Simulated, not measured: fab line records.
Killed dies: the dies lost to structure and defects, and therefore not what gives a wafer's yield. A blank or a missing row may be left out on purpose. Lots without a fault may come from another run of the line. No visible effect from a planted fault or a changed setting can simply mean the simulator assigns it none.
Which of the tools did it? + flow sky130 + 12 lots with 36 wafers sampled at 5 steps, on a route of 708 steps

WHAT EACH GAUGE READ, for each wafer
SKY_NWELL_OVL_MEAS_10.
| lot  | measured     | on         | NWELL_00_OVL (nm) |
|------|--------------|------------|-------------------|
| L894 | day 4 18:58  | overlay-02 | 1.3 -2.0 -0.3     |
| L897 | day 5 13:56  | overlay-02 | 2.1 -0.1 1.5      |
| L898 | day 5 16:30  | overlay-01 | -1.6 -0.4 -0.1    |
| L899 | day 5 22:59  | overlay-01 | 1.6 -1.8 -1.3     |
| L903 | day 6 22:50  | overlay-02 | 1.4 -1.0 1.7      |
| L904 | day 7 02:56  | overlay-02 | -0.8 0.0 0.0      |
| L905 | day 7 11:59  | overlay-02 | 0.5 0.8 0.1       |
| L907 | day 8 02:00  | overlay-02 | 0.0 0.5 0.0       |
| L913 | day 9 12:17  | overlay-02 | 0.1 -0.7 -0.7     |
| L914 | day 9 21:15  | overlay-02 | 0.6 -0.5 0.5      |
| L915 | day 10 02:26 | overlay-02 | 1.2 2.5 0.5       |
| L916 | day 10 11:27 | overlay-02 | -1.2 -1.4 1.2     |

SKY_VT_ADJUST_NCORE_TW_MEAS_11.
| lot  | measured     | on            | VT_ADJUST_NCORE_TW                  |
|------|--------------|---------------|-------------------------------------|
| L894 | day 8 18:37  | film metro-01 | 222.4 221.8 221.8                   |
| L897 | day 9 19:13  | film metro-02 | 217.8 217.7 218.5                   |
| L898 | day 9 22:13  | film metro-04 | 218.4 219.4 218.5                   |
| L899 | day 10 05:47 | film metro-02 | 218.1 217.0 218.1                   |
| L903 | day 11 12:11 | film metro-04 | 219.4 217.9 218.8                   |
| L904 | day 11 15:52 | film metro-04 | 258.8 259.3 260.5 258.8 259.8 259.1 |
| L905 | day 12 02:28 | film metro-02 | 256.3 258.2 257.1 257.7 257.4 257.0 |
| L907 | day 12 21:26 | film metro-04 | 219.3 218.5 218.7                   |
| L913 | day 14 14:46 | film metro-04 | 218.7 219.6 218.7                   |
| L914 | day 15 00:59 | film metro-01 | 224.6 223.2 223.7                   |
| L915 | day 15 07:24 | film metro-04 | 219.3 218.5 219.8                   |
| L916 | day 15 20:11 | film metro-02 | 218.5 218.5 217.8                   |

SKY_SONOS_TUNNEL_CD_MEAS_07 targets a cd of 410 nm.
| lot  | measured     | on        | cd nm (nm)        |
|------|--------------|-----------|-------------------|
| L894 | day 11 13:46 | cd sem-01 | 412.0 413.9 411.6 |
| L897 | day 12 17:57 | cd sem-02 | 408.2 408.8 406.1 |
| L898 | day 12 20:54 | cd sem-02 | 407.4 408.2 407.9 |
| L899 | day 13 06:29 | cd sem-02 | 406.9 409.3 410.8 |
| L903 | day 14 15:56 | cd sem-02 | 411.5 407.8 409.8 |
| L904 | day 14 20:16 | cd sem-01 | 408.9 409.4 409.8 |
| L905 | day 15 09:28 | cd sem-02 | 413.9 411.5 412.8 |
| L907 | day 16 04:56 | cd sem-02 | 410.0 408.8 408.2 |
| L913 | day 18 02:41 | cd sem-01 | 408.2 409.5 408.9 |
| L914 | day 18 13:36 | cd sem-02 | 408.2 406.0 406.8 |
| L915 | day 18 21:30 | cd sem-02 | 409.5 409.7 411.9 |
| L916 | day 19 12:14 | cd sem-02 | 411.1 413.3 411.8 |

TOOL THAT RAN EACH LOT (tool first, then ch and the chambers of the sampled wafers, then the start)
| lot  | SKY_VT_ADJUST_NCORE_IMPLANT_09  | SKY_VT_ADJUST_HVTR_STRIP_10          |
|------|---------------------------------|--------------------------------------|
| L894 | implanter-01 ch 0, day 8 18:23  | plasma asher-01 ch 0,1, day 9 16:02  |
| L897 | implanter-02 ch 0, day 9 18:59  | plasma asher-03 ch 0,1, day 10 17:36 |
| L898 | implanter-02 ch 0, day 9 21:59  | plasma asher-01 ch 1, day 10 20:42   |
| L899 | implanter-01 ch 0, day 10 05:32 | plasma asher-01 ch 0,1, day 11 04:56 |
| L903 | implanter-03 ch 0, day 11 11:56 | plasma asher-03 ch 0,1, day 12 12:42 |
| L904 | implanter-02 ch 0, day 11 15:38 | plasma asher-01 ch 0,1, day 12 15:57 |
| L905 | implanter-02 ch 0, day 12 02:14 | plasma asher-01 ch 0,1, day 13 04:01 |
| L907 | implanter-03 ch 0, day 12 21:11 | plasma asher-02 ch 0,1, day 13 23:04 |
| L913 | implanter-03 ch 0, day 14 14:31 | plasma asher-03 ch 0,1, day 15 17:59 |
| L914 | implanter-01 ch 0, day 15 00:47 | plasma asher-01 ch 0,1, day 16 04:08 |
| L915 | implanter-01 ch 0, day 15 07:10 | plasma asher-02 ch 0, day 16 11:29   |
| L916 | implanter-02 ch 0, day 15 19:56 | plasma asher-03 ch 0,1, day 17 00:20 |
- SKY_VT_ADJUST_NCORE_IMPLANT_09
- SKY_VT_ADJUST_HVTR_STRIP_10: strips in O2/N2.

WHAT THE TOOLS THEMSELVES READ (means of the sampled wafers that have a number; where no wafer has one, the mark that the record gives instead)
SKY_VT_ADJUST_NCORE_IMPLANT_09.
| lot  | tool         | dose ions cm2 | faraday current uA |
|------|--------------|---------------|--------------------|
| L894 | implanter-01 | 2.4003e+12    | 13.65              |
| L897 | implanter-02 | 2.4026e+12    | 13.69              |
| L898 | implanter-02 | 2.4016e+12    | 13.65              |
| L899 | implanter-01 | 2.4040e+12    | 13.64              |
| L903 | implanter-03 | 2.3997e+12    | 13.37              |
| L904 | implanter-02 | 4.3397e+12    | 24.42              |
| L905 | implanter-02 | 4.3405e+12    | 24.86              |
| L907 | implanter-03 | 2.4003e+12    | 13.53              |
| L913 | implanter-03 | 2.4001e+12    | 13.66              |
| L914 | implanter-01 | 2.3971e+12    | 13.62              |
| L915 | implanter-01 | 2.3984e+12    | 13.49              |
| L916 | implanter-02 | 2.4016e+12    | 13.61              |

SKY_VT_ADJUST_HVTR_STRIP_10.
| lot  | tool            | drypump motor current A (A) | oes product au (a.u.) | strip time to endpoint s (s) |
|------|-----------------|-----------------------------|-----------------------|------------------------------|
| L894 | plasma asher-01 | 5.3                         | 0.719                 | 14.19                        |
| L897 | plasma asher-03 | 6.1                         | 0.716                 | 14.21                        |
| L898 | plasma asher-01 | 5.4                         | 0.715                 | 14.22                        |
| L899 | plasma asher-01 | 5.3                         | 0.716                 | 14.20                        |
| L903 | plasma asher-03 | 6.3                         | 0.717                 | 14.19                        |
| L904 | plasma asher-01 | 5.3                         | 0.719                 | 14.16                        |
| L905 | plasma asher-01 | 5.3                         | 0.718                 | 14.20                        |
| L907 | plasma asher-02 | 6.0                         | 0.714                 | 14.17                        |
| L913 | plasma asher-03 | 6.3                         | 0.715                 | 14.20                        |
| L914 | plasma asher-01 | 5.3                         | 0.716                 | 14.21                        |
| L915 | plasma asher-02 | 5.9                         | 0.719                 | 14.15                        |
| L916 | plasma asher-03 | 6.1                         | 0.715                 | 14.13                        |

THE ANSWER, worked out from the rows above alone
Rule: what is usual is taken from the lots themselves. The widest of any qualifying gaps counts: lots, ordered by their means at a reading, are off when they make up no more than a third of the lots, leave a main group of 4 or more, and stand apart from it by 3 or more times the standard deviation of that group's means. A main group is skipped when, at the precision printed for the reading in the tables above, its means are all equal. Also off: a lot with no number at a reading for which 4 or more lots have one. The other lots that the step has rows for count as sound. After the gauges, taken in route order, come the tools' own readings; for these a lot's mean is taken, as printed above. The first step at which some lot is off is used, and at that step the reading that is off furthest; a lot without a number counts as furthest.
Off: L904, L905, seen at SKY_VT_ADJUST_NCORE_TW_MEAS_11 (VT_ADJUST_NCORE_TW). The main group: mean 219.4, standard deviation 1.8.
If a tool, at a process step before that reading, ran all the lots that are off and no sound lot after the first of them, it fits. Not tried: the gauges at SKY_VT_ADJUST_NCORE_TW_MEAS_11; whatever is off there is also off at SKY_VT_ADJUST_NCORE_IMPLANT_09, on other tools, and gauge error can't account for it. No candidate that was tried fits.

WHAT HAD BEEN PUT IN BY THE SIMULATOR
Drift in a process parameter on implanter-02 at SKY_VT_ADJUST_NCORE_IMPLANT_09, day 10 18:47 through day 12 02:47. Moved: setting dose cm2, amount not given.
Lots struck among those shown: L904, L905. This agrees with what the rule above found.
